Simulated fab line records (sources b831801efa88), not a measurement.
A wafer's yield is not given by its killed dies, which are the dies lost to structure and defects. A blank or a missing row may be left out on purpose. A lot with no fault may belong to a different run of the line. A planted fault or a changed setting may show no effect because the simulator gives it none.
fab line records ; flow sky130
[record] lots = 10; wafers = 30; last_day = 50
route steps=708 shown CAP2M@615 METAL5@663 PAD_OPEN@708
lots that met no fault: from a run of the same line without faults
start_h: hours from the record's first day to the start of the lot's first wafer shown ; wait_h: hours from the lot's prior step to this one ; " the same as in the row above ; L1.1+2: a row that stands for several wafers ; - either no value or no given start ; * or withheld: withheld ; < > ~ a bound
route shown NAME@n: names a module that has steps shown in the file, with the first one's number in the route ; usual: mean/standard deviation taken from wafers without a fault ; same: alike in all rows ; chamber/n: place in a boat ; sites: readings site by site ; _std_site: the values' standard deviation ; _edge_site: the outer-site mean with the inner-site mean subtracted ; radius_mm: for every site, how far away it sits from the centre of the wafer ; mask NAME#n: copy n ; behind: the most recent tool/chamber to have shaped the wafer ; hold: cause of the lot's hold/its duration in hours/its outcome ; device: names the non-switching transistor (n, p or np) ; end of line: the tests these same wafers got at the end of their route ; a step without rows: its recipe alone ; killed: the dies lost at the first sort to structure and to defects; this is not the yield of the wafer ; map: dies across one wafer; x = killed, . = not, _ = none there
set.NAME: the setting that was run; set.NAME@STEP: the one run at that earlier step ; model.NAME: the simulator's own value behind a step, which no gauge read
route steps across a sampled set of lots; one table per step, one row per wafer
services: the hour from which a tool's chamber was out of use, counted from the record's first day as start_h (under 0 if before that day), plus the number of hours and why
[[steps]]
[step SKY_CAP2M_OVL_MEAS_12]
[usual] CAP2M_OVL = 0.7/1.5
lot.wafer;tool;chamber;start_h;wait_h;CAP2M_OVL[nm]
L871.2;overlay-02;-;963.12;0.1;-0.5
L871.3;overlay-02;-;963.12;0.1;0.2
L871.6;overlay-02;-;963.12;0.1;0.8
L875.2;overlay-01;-;1007.26;0.1;0.0
L875.3;overlay-01;-;1007.26;0.1;2.4
L875.6;overlay-01;-;1007.26;0.1;1.4
L876.2;overlay-02;-;1010.89;0.1;1.6
L876.5;overlay-02;-;1010.89;0.1;2.9
L876.6;overlay-02;-;1010.89;0.1;1.4
L879.2;overlay-01;-;1034.11;0.1;2.1
L879.3;overlay-01;-;1034.11;0.1;0.3
L879.4;overlay-01;-;1034.11;0.1;0.7
L880.1;overlay-01;-;1042.46;0.1;-2.4
L880.4;overlay-01;-;1042.46;0.1;-0.7
L880.6;overlay-01;-;1042.46;0.1;-0.1
L883.2;overlay-02;-;1046.57;0.1;-1.4
L883.4;overlay-02;-;1046.57;0.1;-0.8
L883.5;overlay-02;-;1046.57;0.1;-0.5
L882.2;overlay-01;-;1049.02;0.1;-1.0
L882.3;overlay-01;-;1049.02;0.1;-0.4
L882.4;overlay-01;-;1049.02;0.1;-0.6
L884.2;overlay-02;-;1055.37;0.1;1.3
L884.5;overlay-02;-;1055.37;0.1;2.8
L884.6;overlay-02;-;1055.37;0.1;1.7
L891.1;overlay-01;-;1106.17;0.1;-1.1
L891.3;overlay-01;-;1106.17;0.1;1.7
L891.5;overlay-01;-;1106.17;0.1;0.6
L892.1;overlay-01;-;1111.26;0.1;-1.3
L892.5;overlay-01;-;1111.26;0.1;-1.0
L892.6;overlay-01;-;1111.26;0.1;-1.3
[step SKY_METAL5_SPUTTER_02]
[recipe] material = AlCu; target_thk_nm = 1150; power_w = 10600; time_s = 61.2; chamber_pressure_pa = 0.4
[usual] cathode_dc_power_W = 10600/2; chamber_pressure_pa = 0.3999/0.00083; throttle_valve_pct = 30.3/1.2; time_s = 61.2/0
lot.wafer;tool;chamber;start_h;wait_h;cathode_dc_power_W;chamber_pressure_pa;throttle_valve_pct;time_s
L871.2;pvd_sputter-04;-;1013.69;0.0;10601;0.4004;31.8;61.2
L871.3;pvd_sputter-04;-;1013.69;0.0;10598;0.3997;30.1;61.2
L871.6;pvd_sputter-04;-;1013.69;0.0;10604;0.3987;31.6;61.2
L875.2;pvd_sputter-03;-;1055.36;0.0;10599;0.3999;29.0;61.2
L875.3;pvd_sputter-03;-;1055.36;0.0;10599;0.4008;29.0;61.2
L875.6;pvd_sputter-03;-;1055.36;0.0;10598;0.3999;29.6;61.2
L876.2;pvd_sputter-01;-;1059.29;0.0;10602;0.4009;30.0;61.2
L876.5;pvd_sputter-01;-;1059.29;0.0;10599;0.4010;30.0;61.2
L876.6;pvd_sputter-01;-;1059.29;0.0;10600;0.3991;29.4;61.2
L879.2;pvd_sputter-03;-;1080.01;0.0;10601;0.4011;29.2;61.2
L879.3;pvd_sputter-03;-;1080.01;0.0;10599;0.4002;28.7;61.2
L879.4;pvd_sputter-03;-;1080.01;0.0;10597;0.4003;29.3;61.2
L880.1;pvd_sputter-03;-;1088.90;0.0;10601;0.3990;29.0;61.2
L880.4;pvd_sputter-03;-;1088.90;0.0;10598;0.3986;28.8;61.2
L880.6;pvd_sputter-03;-;1088.90;0.0;10599;0.4011;28.7;61.2
L883.2;pvd_sputter-01;-;1092.72;0.0;-;-;-;-
L883.4;pvd_sputter-01;-;1092.72;0.0;-;-;-;-
L883.5;pvd_sputter-01;-;1092.72;0.0;-;-;-;-
L882.2;pvd_sputter-04;-;1094.17;0.0;-;-;-;-
L882.3;pvd_sputter-04;-;1094.17;0.0;-;-;-;-
L882.4;pvd_sputter-04;-;1094.17;0.0;-;-;-;-
L884.2;pvd_sputter-03;-;1100.71;0.0;-;-;-;-
L884.5;pvd_sputter-03;-;1100.71;0.0;-;-;-;-
L884.6;pvd_sputter-03;-;1100.71;0.0;-;-;-;-
L891.1;pvd_sputter-01;-;1147.85;0.0;10598;0.4009;28.6;61.2
L891.3;pvd_sputter-01;-;1147.85;0.0;10602;0.3995;29.5;61.2
L891.5;pvd_sputter-01;-;1147.85;0.0;10596;0.4013;30.0;61.2
L892.1;pvd_sputter-01;-;1154.04;0.0;10598;0.4006;30.1;61.2
L892.5;pvd_sputter-01;-;1154.04;0.0;10600;0.3996;30.0;61.2
L892.6;pvd_sputter-01;-;1154.04;0.0;10601;0.4007;30.5;61.2
[step SKY_METAL5_RS_MEAS_05]
[recipe] thk_meas_gauge = four-point-probe; reads = TiN_of_METAL5_SPUTTER_04+Ti_of_METAL5_SPUTTER_03+AlCu_of_METAL5_SPUTTER_02+TiN_of_METAL5_SPUTTER_01+Ti_of_METAL5_SPUTTER_00
[usual] METAL5_ALCU_RS = 0.02722/0.00026
lot.wafer;tool;chamber;start_h;wait_h;METAL5_ALCU_RS[ohm/sq]
L871.2;film_metro-01;-;1013.83;0.0;0.02742
L871.3;film_metro-01;-;1013.83;0.0;0.0273
L871.6;film_metro-01;-;1013.83;0.0;0.02733
L875.2;film_metro-01;-;1055.50;0.0;0.02705
L875.3;film_metro-01;-;1055.50;0.0;0.02729
L875.6;film_metro-01;-;1055.50;0.0;0.02726
L876.2;film_metro-04;-;1059.43;0.0;0.02713
L876.5;film_metro-04;-;1059.43;0.0;0.02718
L876.6;film_metro-04;-;1059.43;0.0;0.02712
L879.2;film_metro-02;-;1080.14;0.0;0.02664
L879.3;film_metro-02;-;1080.14;0.0;0.02715
L879.4;film_metro-02;-;1080.14;0.0;0.02679
L880.1;film_metro-01;-;1089.02;0.0;0.02705
L880.4;film_metro-01;-;1089.02;0.0;0.02712
L880.6;film_metro-01;-;1089.02;0.0;0.02714
L883.2;film_metro-02;-;1092.86;0.0;8.7235
L883.4;film_metro-02;-;1092.86;0.0;8.6739
L883.5;film_metro-02;-;1092.86;0.0;8.6847
L882.2;film_metro-04;-;1094.31;0.0;8.7469
L882.3;film_metro-04;-;1094.31;0.0;8.6651
L882.4;film_metro-04;-;1094.31;0.0;8.7715
L884.2;film_metro-01;-;1100.85;0.0;8.6399
L884.5;film_metro-01;-;1100.85;0.0;8.703
L884.6;film_metro-01;-;1100.85;0.0;8.6874
L891.1;film_metro-01;-;1147.97;0.0;0.02783
L891.3;film_metro-01;-;1147.97;0.0;0.02762
L891.5;film_metro-01;-;1147.97;0.0;0.02733
L892.1;film_metro-01;-;1154.16;0.0;0.0271
L892.5;film_metro-01;-;1154.16;0.0;0.02712
L892.6;film_metro-01;-;1154.16;0.0;0.0272
[step SKY_METAL5_THK_MEAS_06]
[recipe] thk_meas_gauge = xrf; reads = AlCu_of_METAL5_SPUTTER_02
[usual] METAL5_ALCU_THK = 1157/13
lot.wafer;tool;chamber;start_h;wait_h;METAL5_ALCU_THK[nm]
L871.2;film_metro-01;-;1013.94;0.1;1146
L871.3;film_metro-01;-;1013.94;0.1;1157
L871.6;film_metro-01;-;1013.94;0.1;1152
L875.2;film_metro-01;-;1055.61;0.1;1163
L875.3;film_metro-01;-;1055.61;0.1;1163
L875.6;film_metro-01;-;1055.61;0.1;1154
L876.2;film_metro-04;-;1059.54;0.1;1152
L876.5;film_metro-04;-;1059.54;0.1;1157
L876.6;film_metro-04;-;1059.54;0.1;1166
L879.2;film_metro-02;-;1080.25;0.1;1189
L879.3;film_metro-02;-;1080.25;0.1;1164
L879.4;film_metro-02;-;1080.25;0.1;1184
L880.1;film_metro-01;-;1089.14;0.1;1161
L880.4;film_metro-01;-;1089.14;0.1;1160
L880.6;film_metro-01;-;1089.14;0.1;1161
L883.2;film_metro-02;-;1092.97;0.1;<0
L883.4;film_metro-02;-;1092.97;0.1;<0
L883.5;film_metro-02;-;1092.97;0.1;<0
L882.2;film_metro-04;-;1094.42;0.1;<0
L882.3;film_metro-04;-;1094.42;0.1;<0
L882.4;film_metro-04;-;1094.42;0.1;<0
L884.2;film_metro-01;-;1100.96;0.1;<1
L884.5;film_metro-01;-;1100.96;0.1;<1
L884.6;film_metro-01;-;1100.96;0.1;<1
L891.1;film_metro-01;-;1148.09;0.1;1125
L891.3;film_metro-01;-;1148.09;0.1;1141
L891.5;film_metro-01;-;1148.09;0.1;1140
L892.1;film_metro-01;-;1154.28;0.1;1162
L892.5;film_metro-01;-;1154.28;0.1;1157
L892.6;film_metro-01;-;1154.28;0.1;1150
[step SKY_METAL5_DESCUM_14]
[recipe] chemistry = O2; source_power_w = 150; bias_power_w = 0; pressure_mtorr = 10; temp_c = 40; time_s = 11
[usual] drypump_motor_current_A = 5.7/0.56; oes_product_au = 1.004/0.012; rf_fwd_power_W = 147.2/0.9
[same] time_s = 11
lot.wafer;tool;chamber;start_h;wait_h;drypump_motor_current_A;oes_product_au;rf_fwd_power_W;rf_hours_counter_h
L871.2;rie_metal-02;0;1036.36;0.1;6.5;1.008;146.1;5
L871.3;rie_metal-02;0;1036.36;0.1;6.5;1.028;146.7;-
L871.6;rie_metal-02;1;1036.36;0.1;6.3;1.000;146.5;-
L875.2;rie_metal-02;1;1076.16;0.1;6.2;1.007;145.9;13
L875.3;rie_metal-02;0;1076.16;0.1;6.5;1.018;146.3;-
L875.6;rie_metal-02;0;1076.16;0.1;6.5;1.013;146.4;-
L876.2;rie_metal-04;1;1080.06;0.1;5.7;1.001;146.2;14
L876.5;rie_metal-04;1;1080.06;0.1;5.7;0.998;146.7;-
L876.6;rie_metal-04;0;1080.06;0.1;5.0;1.026;147.6;-
L879.2;rie_metal-02;0;1100.86;0.1;6.5;1.025;146.0;10
L879.3;rie_metal-02;0;1100.86;0.1;6.5;1.023;146.8;-
L879.4;rie_metal-02;1;1100.86;0.1;6.3;1.011;146.5;-
L880.1;rie_metal-04;1;1109.13;0.1;5.7;0.981;146.5;16
L880.4;rie_metal-04;0;1109.13;0.1;5.0;1.010;147.4;-
L880.6;rie_metal-04;1;1109.13;0.1;5.7;0.987;146.9;-
L883.2;rie_metal-04;1;1113.21;0.1;5.7;0.984;146.9;16
L883.4;rie_metal-04;1;1113.21;0.1;5.7;1.003;146.5;-
L883.5;rie_metal-04;1;1113.21;0.1;5.6;0.999;146.7;-
L882.2;rie_metal-01;0;1114.22;0.1;5.4;1.008;148.1;-
L882.3;rie_metal-01;0;1114.22;0.1;5.4;0.998;148.2;-
L882.4;rie_metal-01;0;1114.22;0.1;5.4;0.995;149.0;-
L884.2;rie_metal-01;0;1119.92;0.1;5.4;0.988;148.4;-
L884.5;rie_metal-01;0;1119.92;0.1;5.4;0.998;147.8;-
L884.6;rie_metal-01;0;1119.92;0.1;5.4;0.996;148.2;-
L891.1;rie_metal-04;0;1165.41;0.1;5.0;1.018;147.5;9
L891.3;rie_metal-04;1;1165.41;0.1;5.7;0.979;146.4;-
L891.5;rie_metal-04;0;1165.41;0.1;5.0;1.023;147.8;-
L892.1;rie_metal-01;1;1170.73;0.1;5.1;0.988;147.5;10
L892.5;rie_metal-01;1;1170.73;0.1;5.1;0.985;147.9;-
L892.6;rie_metal-01;0;1170.73;0.1;5.4;0.996;148.0;-
[step SKY_METAL5_STRIP_16]
[recipe] chemistry = O2/N2; power_w = 1400; pressure_mtorr = 1500; platen_temp_c = withheld; o2_flow_sccm = 3000; n2_flow_sccm = 300; overash_fraction = 0.5
[usual] drypump_motor_current_A = 5.9/0.44; o2_flow_sccm = 2997/8.8; oes_product_au = 0.711/0.0046; strip_time_to_endpoint_s = 13.01/0.14
lot.wafer;tool;chamber;start_h;wait_h;drypump_motor_current_A;o2_flow_sccm;oes_product_au;rf_hours_counter_h;strip_time_to_endpoint_s
L871.2;plasma_asher-02;1;1036.63;0.2;5.6;3000;0.704;27;12.90
L871.3;plasma_asher-02;0;1036.63;0.2;5.9;2988;0.710;-;12.83
L871.6;plasma_asher-02;1;1036.63;0.2;5.6;2996;0.713;-;13.05
L875.2;plasma_asher-03;1;1076.43;0.2;5.7;3001;0.710;1;13.01
L875.3;plasma_asher-03;0;1076.43;0.2;6.3;3006;0.703;-;12.92
L875.6;plasma_asher-03;0;1076.43;0.2;6.3;3001;0.711;-;12.84
L876.2;plasma_asher-04;1;1080.33;0.2;6.6;3003;0.710;94;13.16
L876.5;plasma_asher-04;1;1080.33;0.2;6.7;2994;0.717;-;13.20
L876.6;plasma_asher-04;0;1080.33;0.2;5.3;3009;0.706;-;12.88
L879.2;plasma_asher-02;0;1101.13;0.2;5.9;3008;0.713;34;12.99
L879.3;plasma_asher-02;1;1101.13;0.2;5.6;2988;0.712;-;13.00
L879.4;plasma_asher-02;0;1101.13;0.2;5.9;3005;0.715;-;13.17
L880.1;plasma_asher-04;0;1109.40;0.2;5.3;3010;0.702;97;13.18
L880.4;plasma_asher-04;1;1109.40;0.2;6.6;2993;0.721;-;12.82
L880.6;plasma_asher-04;1;1109.40;0.2;6.6;2985;0.713;-;13.11
L883.2;plasma_asher-03;0;1113.48;0.2;6.3;3008;0.710;5;13.00
L883.4;plasma_asher-03;1;1113.48;0.2;5.7;2991;0.712;-;13.19
L883.5;plasma_asher-03;0;1113.48;0.2;6.3;3019;0.709;-;13.11
L882.2;plasma_asher-02;1;1114.75;0.3;5.6;2993;0.714;35;13.04
L882.3;plasma_asher-02;1;1114.75;0.3;5.6;2992;0.719;-;12.94
L882.4;plasma_asher-02;0;1114.75;0.3;5.8;2995;0.711;-;13.05
L884.2;plasma_asher-03;1;1120.45;0.3;5.7;2992;0.709;5;13.17
L884.5;plasma_asher-03;1;1120.45;0.3;5.7;2999;0.706;-;13.15
L884.6;plasma_asher-03;0;1120.45;0.3;6.3;2991;0.713;-;13.13
L891.1;plasma_asher-02;1;1165.68;0.2;5.6;2988;0.714;40;12.80
L891.3;plasma_asher-02;0;1165.68;0.2;5.8;2995;0.707;-;13.26
L891.5;plasma_asher-02;1;1165.68;0.2;5.6;2991;0.717;-;12.81
L892.1;plasma_asher-02;1;1171.00;0.2;5.6;2991;0.714;40;13.16
L892.5;plasma_asher-02;1;1171.00;0.2;5.6;3000;0.711;-;13.27
L892.6;plasma_asher-02;0;1171.00;0.2;5.9;2995;0.713;-;13.02
[step SKY_PAD_OPEN_PROBE_99]
[usual] defect_limited_yield = 82.6/1.7; killed_at_M0_to_M3 = 42/6.4; killed_at_M4_up = 3.2/1.9; killed_at_contacts = 24/4.8; killed_at_front_end = 16/4.4; killed_at_other = 0.3/0.55; killed_dies = 86/8.6; killed_on_rim = 17/3.5; killed_open = 46/6.6; killed_short = 39/5.7; sort_bin_3_pad_short = 0.8/0.41; sort_bin_5_function = 10.3/1.5; sort_bin_6_memory = 6.3/1; sort_n_pass = 406/8.6; sort_yield_pct = 82.6/1.7
[same] gross_dies = 492; killed_at_back_side = 0; sort_bin_4_leakage[%] = 0; sort_bin_8_speed[%] = 0
lot.wafer;tool;chamber;start_h;wait_h;defect_limited_yield[%];killed_at_M0_to_M3;killed_at_M4_up;killed_at_contacts;killed_at_front_end;killed_at_other;killed_dies;killed_on_rim;killed_open;killed_short;sort_bin_3_pad_short[%];sort_bin_5_function[%];sort_bin_6_memory[%];sort_n_pass;sort_yield_pct[%]
L880.1;prober-02;-;1150.48;0.1;82.9;37;4;28;15;0;84;17;53;31;0.2;10.6;6.3;408;82.9
L880.4;prober-02;-;1150.63;0.2;84.1;34;4;28;12;0;78;16;38;40;1.0;9.6;5.3;414;84.1
L880.6;prober-02;-;1150.73;0.2;81.9;40;2;27;20;0;89;18;47;42;1.4;11.4;5.3;403;81.9
L883.2;prober-01;-;1153.97;0.1;0;47;405;22;18;0;492;96;40;50;0.6;91.9;7.5;0;0
L883.4;prober-01;-;1154.07;0.2;0;42;413;24;13;0;492;96;38;44;1.4;92.9;5.7;0;0
L883.5;prober-01;-;1154.12;0.2;0;29;416;33;14;0;492;96;51;26;1.0;92.5;6.5;0;0
L882.2;prober-02;-;1156.33;0.1;0;36;414;25;17;0;492;96;40;41;1.6;93.1;5.3;0;0
L882.3;prober-02;-;1156.38;0.2;0;48;411;23;10;0;492;96;42;43;0.4;92.7;6.9;0;0
L882.4;prober-02;-;1156.43;0.2;0;51;401;20;20;0;492;96;49;47;0.8;93.3;5.9;0;0
L884.2;prober-01;-;1161.36;0.1;0;36;426;13;17;0;492;96;42;27;0;94.7;5.3;0;0
L884.5;prober-01;-;1161.51;0.2;0;44;412;26;10;0;492;96;44;41;0.8;93.9;5.3;0;0
L884.6;prober-01;-;1161.56;0.2;0;42;404;26;20;0;492;96;51;40;1.0;92.3;6.7;0;0
// killed by level:class
L880.1 CONTACT:geometric_particle:open=14 VIA2:geometric_particle:open=11 VIA1:geometric_particle:open=8 LI_CONTACT:geometric_particle:open=7 FIELD_ISO:geometric_particle:open=6 METAL1:geometric_particle:short=6 METAL4:geometric_particle:short=4 FIELD_ISO:geometric_particle:short=3
L880.4 VIA1:geometric_particle:open=9 CONTACT:geometric_particle:short=8 LI_CONTACT:geometric_particle:open=6 LOCAL_INTERCONNECT:geometric_particle:short=5 VIA2:geometric_particle:open=5 FIELD_ISO:geometric_particle:open=4 VIA1:geometric_particle:short=4 METAL1:geometric_particle:short=4
L880.6 CONTACT:geometric_particle:open=10 VIA1:geometric_particle:open=10 VIA2:geometric_particle:open=8 FIELD_ISO:geometric_particle:short=7 LI_CONTACT:geometric_particle:open=7 LOCAL_INTERCONNECT:geometric_particle:short=6 VIA3:geometric_particle:open=6 VIA2:geometric_particle:short=5
L883.2 METAL5:area_sputter=402 METAL1:geometric_particle:short=11 VIA2:geometric_particle:open=10 METAL2:geometric_particle:short=8 CONTACT:geometric_particle:open=6 VIA1:geometric_particle:open=6 LI_CONTACT:geometric_particle:open=5 LI_CONTACT:geometric_particle:short=5
L883.4 METAL5:area_sputter=409 VIA1:geometric_particle:open=11 CONTACT:geometric_particle:open=7 CONTACT:geometric_particle:short=5 METAL2:geometric_particle:short=5 VIA2:geometric_particle:open=5 FIELD_ISO:geometric_particle:short=4 METAL4:geometric_particle:short=4
L883.5 METAL5:area_sputter=414 CONTACT:geometric_particle:open=18 LI_CONTACT:geometric_particle:open=7 VIA1:geometric_particle:open=7 VIA3:geometric_particle:open=6 CONTACT:geometric_particle:short=5 FIELD_ISO:geometric_particle:open=4 VIA2:geometric_particle:open=4
L882.2 METAL5:area_sputter=410 LI_CONTACT:geometric_particle:open=10 FIELD_ISO:geometric_particle:open=6 FIELD_ISO:geometric_particle:short=6 CONTACT:geometric_particle:open=6 VIA3:geometric_particle:short=6 METAL2:geometric_particle:short=5 VIA2:geometric_particle:open=5
L882.3 METAL5:area_sputter=405 CONTACT:geometric_particle:open=10 LI_CONTACT:geometric_particle:open=7 METAL1:geometric_particle:short=7 VIA1:geometric_particle:short=6 VIA1:geometric_particle:open=6 METAL2:geometric_particle:short=6 VIA2:geometric_particle:open=6
L882.4 METAL5:area_sputter=395 VIA1:geometric_particle:open=11 CONTACT:geometric_particle:open=11 METAL2:geometric_particle:short=8 METAL1:geometric_particle:short=8 VIA2:geometric_particle:open=6 FIELD_ISO:geometric_particle:short=5 POLY_GATE:geometric_particle:short=5
L884.2 METAL5:area_sputter=422 VIA1:geometric_particle:open=8 CONTACT:geometric_particle:open=7 FIELD_ISO:geometric_particle:open=6 FIELD_ISO:geometric_particle:short=6 VIA2:geometric_particle:open=5 LI_CONTACT:geometric_particle:open=4 METAL1:geometric_particle:short=4
L884.5 METAL5:area_sputter=407 CONTACT:geometric_particle:open=10 VIA1:geometric_particle:open=10 VIA1:geometric_particle:short=8 LI_CONTACT:geometric_particle:open=7 CONTACT:geometric_particle:short=5 METAL4:geometric_particle:short=5 METAL2:geometric_particle:short=5
L884.6 METAL5:area_sputter=401 CONTACT:geometric_particle:open=11 VIA1:geometric_particle:open=8 VIA2:geometric_particle:open=8 FIELD_ISO:geometric_particle:short=7 VIA3:geometric_particle:open=6 POLY_GATE:geometric_particle:open=5 POLY_GATE:geometric_particle:short=5
[[services]]
tool;chamber;start_h;hours;kind
plasma_asher-02;-;1019.84;2.8;pm
rie_metal-04;0;1025.18;-;clean
rie_metal-04;0;1025.18;18.8;scheduled_down
rie_metal-04;0;1025.18;18.8;vent_cycle
pvd_sputter-01;2;1031.39;-;consumable_replace:kit
pvd_sputter-01;2;1031.39;18.0;scheduled_down
pvd_sputter-01;2;1031.39;18.0;vent_cycle
pvd_sputter-04;2;1045.99;-;consumable_replace:kit
pvd_sputter-04;2;1045.99;18.0;scheduled_down
plasma_asher-03;-;1055.25;9.0;pm
plasma_asher-03;0;1055.25;9.0;vent_cycle
plasma_asher-03;1;1055.25;9.0;vent_cycle
pvd_sputter-01;-;1063.79;1.6;repair
plasma_asher-03;0;1064.25;-;clean
plasma_asher-03;1;1064.25;-;clean
pvd_sputter-04;-;1086.66;4.1;repair
plasma_asher-04;-;1096.18;3.6;repair
rie_metal-01;1;1109.47;16.3;repair
rie_metal-04;-;1130.78;0.3;repair
plasma_asher-04;-;1163.09;0.8;repair
pvd_sputter-01;1;1168.81;-;consumable_replace:kit
pvd_sputter-01;1;1168.81;18.0;scheduled_down
pvd_sputter-01;1;1168.81;18.0;vent_cycle
rie_metal-04;0;1170.74;14.6;repair
[[key]]
[first_sign] step = SKY_METAL5_SPUTTER_02; reading = tool_record; direction = missing
[effect] step = SKY_METAL5_RS_MEAS_05; reading = METAL5_ALCU_RS; direction = up; sigmas = 99+; usual = 0.02722; struck = 8.6995
[effect] step = SKY_METAL5_THK_MEAS_06; reading = METAL5_ALCU_THK; direction = down; sigmas = 91; usual = 1157; struck = <0
[effect] step = SKY_PAD_OPEN_PROBE_99; reading = killed_at_M4_up; direction = up; sigmas = 99+; usual = 3.2; struck = 411.3
[more_kills_born_at] SKY_METAL5_SPUTTER_02@pvd_sputter-03 = 1230; SKY_METAL5_SPUTTER_02@pvd_sputter-01 = 1225; SKY_METAL5_SPUTTER_02@pvd_sputter-04 = 1210
met_at SKY_METAL5_SPUTTER_02
struck_lots L882,L883,L884
later_rows_left_out L882.2,L882.3,L882.4,L883.2,L883.4,L883.5,L884.2,L884.5,L884.6
not_acting_at SKY_CAP2M_OVL_MEAS_12,SKY_METAL5_DESCUM_14,SKY_METAL5_STRIP_16
onset_between 1088.90 1092.72
[fault] kind = skipped_step_whole; tool = pvd_sputter-01,pvd_sputter-03,pvd_sputter-04; chamber = -; onset_h = 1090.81; steps = SKY_METAL5_SPUTTER_02; scope = struck_lots_only
// later_rows_left_out: the simulator's readings of these wafers behind a module that went badly wrong aren't trusted and aren't shown, but for the sort
